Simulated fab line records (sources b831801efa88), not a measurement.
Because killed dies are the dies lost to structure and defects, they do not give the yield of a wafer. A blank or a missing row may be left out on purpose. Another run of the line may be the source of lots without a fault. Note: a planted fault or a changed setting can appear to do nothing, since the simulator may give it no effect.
Which of the tools did it? + flow gf180mcu + 13 lots, 39 wafers sampled, at 6 steps of a route of 602

WHAT EACH GAUGE READ, for each wafer
GF_STI_THK_MEAS_22.
| lot  | measured    | on            | STI_OXIDATION_01_THK (nm) |
|------|-------------|---------------|---------------------------|
| L905 | day 3 02:34 | film_metro-03 | 15.1 15.2 15.2            |
| L909 | day 3 13:40 | film_metro-01 | 15.1 15.3 15.0            |
| L911 | day 3 23:31 | film_metro-01 | 14.8 14.6 14.6            |
| L913 | day 4 09:45 | film_metro-04 | 14.7 14.8 14.4            |
| L917 | day 5 03:32 | film_metro-03 | 15.0 14.6 14.9            |
| L919 | day 5 14:43 | film_metro-03 | 15.0 14.7 15.0            |
| L920 | day 5 18:05 | film_metro-04 | 14.8 14.9 15.2            |
| L921 | day 5 23:36 | film_metro-03 | 15.3 15.4 15.8            |
| L922 | day 6 03:36 | film_metro-04 | 15.0 15.2 15.4            |
| L923 | day 6 10:28 | film_metro-01 | 15.1 14.9 14.6            |
| L924 | day 6 15:38 | film_metro-04 | 15.4 15.3 15.3            |
| L925 | day 6 20:12 | film_metro-03 | 15.0 14.9 14.8            |
| L926 | day 7 01:27 | film_metro-04 | 14.9 15.2 14.8            |

GF_MVSD_OVL_MEAS_07.
| lot  | measured    | on         | MVSD_OVL (nm)  |
|------|-------------|------------|----------------|
| L905 | day 5 13:52 | overlay-01 | 1.0 0.4 0.0    |
| L909 | day 6 04:08 | overlay-02 | - - -          |
| L911 | day 6 14:00 | overlay-01 | 0.3 -1.0 0.4   |
| L913 | day 6 22:39 | overlay-01 | 3.6 3.5 4.0    |
| L917 | day 7 19:20 | overlay-02 | 2.6 2.4 2.8    |
| L919 | day 8 07:33 | overlay-02 | -0.4 -0.9 -1.0 |
| L920 | day 8 11:03 | overlay-01 | -1.1 0.9 -0.8  |
| L921 | day 8 16:41 | overlay-01 | 1.8 2.0 2.1    |
| L922 | day 8 21:59 | overlay-01 | -1.2 0.1 0.9   |
| L923 | day 9 04:31 | overlay-02 | 2.1 0.7 2.3    |
| L924 | day 9 10:10 | overlay-01 | 2.6 3.9 1.9    |
| L925 | day 9 13:52 | overlay-02 | 0.9 -0.4 -0.2  |
| L926 | day 9 19:46 | overlay-01 | 0.7 -0.3 1.3   |

GF_MVSD_TW_MEAS_11.
| lot  | measured    | on            | MVSD_TW           |
|------|-------------|---------------|-------------------|
| L905 | day 5 14:19 | film_metro-02 | 1578 1582 1591    |
| L909 | day 6 04:34 | film_metro-01 | 30 30 30 30 30 30 |
| L911 | day 6 14:26 | film_metro-03 | 1573 1564 1564    |
| L913 | day 6 23:05 | film_metro-02 | 1585 1579 1584    |
| L917 | day 7 19:46 | film_metro-03 | 1575 1564 1566    |
| L919 | day 8 07:59 | film_metro-03 | 1569 1555 1566    |
| L920 | day 8 11:30 | film_metro-02 | 1593 1597 1599    |
| L921 | day 8 17:07 | film_metro-01 | 1595 1600 1594    |
| L922 | day 8 22:25 | film_metro-03 | 1566 1557 1562    |
| L923 | day 9 04:57 | film_metro-01 | 1587 1583 1582    |
| L924 | day 9 10:48 | film_metro-02 | 1597 1596 1585    |
| L925 | day 9 14:18 | film_metro-01 | 1582 1595 1592    |
| L926 | day 9 20:13 | film_metro-01 | 1588 1580 1588    |

GF_VT_IMPLANT_TW_MEAS_10.
| lot  | measured     | on            | VT_IMPLANT_TW |
|------|--------------|---------------|---------------|
| L905 | day 6 20:08  | film_metro-02 | 568 570 568   |
| L911 | day 7 21:13  | film_metro-04 | 561 562 562   |
| L913 | day 8 07:05  | film_metro-02 | 565 567 570   |
| L917 | day 9 03:26  | film_metro-02 | 570 571 569   |
| L919 | day 9 17:26  | film_metro-01 | 570 569 568   |
| L920 | day 9 21:14  | film_metro-01 | 564 565 563   |
| L921 | day 10 02:05 | film_metro-04 | 564 560 560   |
| L922 | day 10 08:38 | film_metro-02 | 566 569 569   |
| L923 | day 10 16:05 | film_metro-02 | 567 570 569   |
| L924 | day 10 22:41 | film_metro-04 | 562 559 558   |
| L925 | day 11 02:00 | film_metro-04 | 563 564 565   |
| L926 | day 11 08:19 | film_metro-01 | 569 572 570   |

WHAT TOOL EACH LOT RAN ON (gives the tool, then ch and the chambers of the sampled wafers, and finally the start)
| lot  | GF_STI_ETCH_14                  | GF_MVSD_EXPOSE_04                  |
|------|---------------------------------|------------------------------------|
| L905 | rie_si-01 ch 0,1, day 2 19:54   | iline_stepper-02 ch 0, day 5 07:17 |
| L909 | rie_si-02 ch 0,2,3, day 3 07:17 | iline_stepper-02 ch 0, day 5 20:44 |
| L911 | rie_si-01 ch 0,2,3, day 3 18:00 | iline_stepper-02 ch 0, day 6 06:41 |
| L913 | rie_si-01 ch 0,1, day 4 08:02   | iline_stepper-02 ch 0, day 6 15:17 |
| L917 | rie_si-02 ch 0,2,3, day 5 01:53 | iline_stepper-02 ch 0, day 7 11:30 |
| L919 | rie_si-01 ch 0,2,3, day 5 11:42 | iline_stepper-01 ch 0, day 7 23:40 |
| L920 | rie_si-02 ch 1,2, day 5 16:23   | iline_stepper-02 ch 0, day 8 03:03 |
| L921 | rie_si-01 ch 0,1, day 5 21:56   | iline_stepper-01 ch 0, day 8 08:56 |
| L922 | rie_si-02 ch 0,1, day 6 01:57   | iline_stepper-01 ch 0, day 8 14:20 |
| L923 | rie_si-01 ch 1,3, day 6 08:47   | iline_stepper-02 ch 0, day 8 20:26 |
| L924 | rie_si-02 ch 0,1,2, day 6 13:56 | iline_stepper-02 ch 0, day 9 02:28 |
| L925 | rie_si-02 ch 0,1,3, day 6 18:32 | iline_stepper-02 ch 0, day 9 05:46 |
| L926 | rie_si-01 ch 0,2,3, day 6 23:44 | iline_stepper-02 ch 0, day 9 11:30 |
- GF_STI_ETCH_14: etches Si in HBr/Cl2/O2, target depth 360 nm, time 102.9 s.
- GF_MVSD_EXPOSE_04: exposes mask MVSD, target cd 1000 nm.

AS READ BY THE TOOLS THEMSELVES (means over the sampled wafers that have a number; for cases with no such wafer, the mark the record gives instead)
GF_STI_ETCH_14.
| lot  | tool      | drypump_motor_current_A (A) | oes_product_au (a.u.) | throttle_valve_pct (%) |
|------|-----------|-----------------------------|-----------------------|------------------------|
| L905 | rie_si-01 | 5.6                         | 0.989                 | 25.667                 |
| L909 | rie_si-02 | 5.5                         | 1.002                 | 25.661                 |
| L911 | rie_si-01 | 5.2                         | 0.999                 | 25.652                 |
| L913 | rie_si-01 | 6.1                         | 0.988                 | 25.659                 |
| L917 | rie_si-02 | 5.5                         | 1.000                 | 25.641                 |
| L919 | rie_si-01 | 5.2                         | 1.004                 | 25.648                 |
| L920 | rie_si-02 | 6.0                         | 0.999                 | 25.661                 |
| L921 | rie_si-01 | 6.1                         | 0.995                 | 25.660                 |
| L922 | rie_si-02 | 5.9                         | 0.990                 | 25.659                 |
| L923 | rie_si-01 | 6.0                         | 0.985                 | 25.672                 |
| L924 | rie_si-02 | 5.8                         | 1.001                 | 25.658                 |
| L925 | rie_si-02 | 5.6                         | 1.005                 | 25.646                 |
| L926 | rie_si-01 | 5.2                         | 1.008                 | 25.654                 |

GF_MVSD_EXPOSE_04.
| lot  | tool             | exposure_dose_mJ_cm2 |
|------|------------------|----------------------|
| L905 | iline_stepper-02 | 260.02               |
| L909 | iline_stepper-02 | 260.04               |
| L911 | iline_stepper-02 | 260.03               |
| L913 | iline_stepper-02 | 260.29               |
| L917 | iline_stepper-02 | 260.17               |
| L919 | iline_stepper-01 | 259.88               |
| L920 | iline_stepper-02 | 260.37               |
| L921 | iline_stepper-01 | 260.07               |
| L922 | iline_stepper-01 | 260.13               |
| L923 | iline_stepper-02 | 260.49               |
| L924 | iline_stepper-02 | 260.06               |
| L925 | iline_stepper-02 | 259.99               |
| L926 | iline_stepper-02 | 259.94               |

THE ANSWER, worked out from the rows above alone
Rule: the usual values come from the lots themselves. The widest of any qualifying gaps counts: lots, ordered by their means at a reading, are off when they make up no more than a third of the lots, leave a main group of 4 or more, and stand apart from it by 3 or more times the standard deviation of that group's means. The tables above print the reading to a certain number of digits; a main group whose means all agree to those digits is not used. Also off: a lot with no number at a reading for which 4 or more lots have one. Where the step has rows for the other lots, those lots are counted as sound. After the gauges, taken in route order, come the tools' own readings; for these a lot's mean is taken, as printed above. The first step at which some lot is off is used, and at that step the reading that is off furthest; a lot without a number counts as furthest.
Off: L909, at GF_MVSD_OVL_MEAS_07 (MVSD_OVL). Without a number there: L909. The main group: mean 1.1 nm, standard deviation 1.4.
A tool fits if, at a process step before that reading, it ran every lot that is off, and no sound lot after the first of them. Not tried: the gauges at GF_MVSD_OVL_MEAS_07; whatever is off there is also off at GF_MVSD_TW_MEAS_11, on other tools, and gauge error can't account for it. None of those tried fits.

WHAT THE SIMULATOR PUT IN
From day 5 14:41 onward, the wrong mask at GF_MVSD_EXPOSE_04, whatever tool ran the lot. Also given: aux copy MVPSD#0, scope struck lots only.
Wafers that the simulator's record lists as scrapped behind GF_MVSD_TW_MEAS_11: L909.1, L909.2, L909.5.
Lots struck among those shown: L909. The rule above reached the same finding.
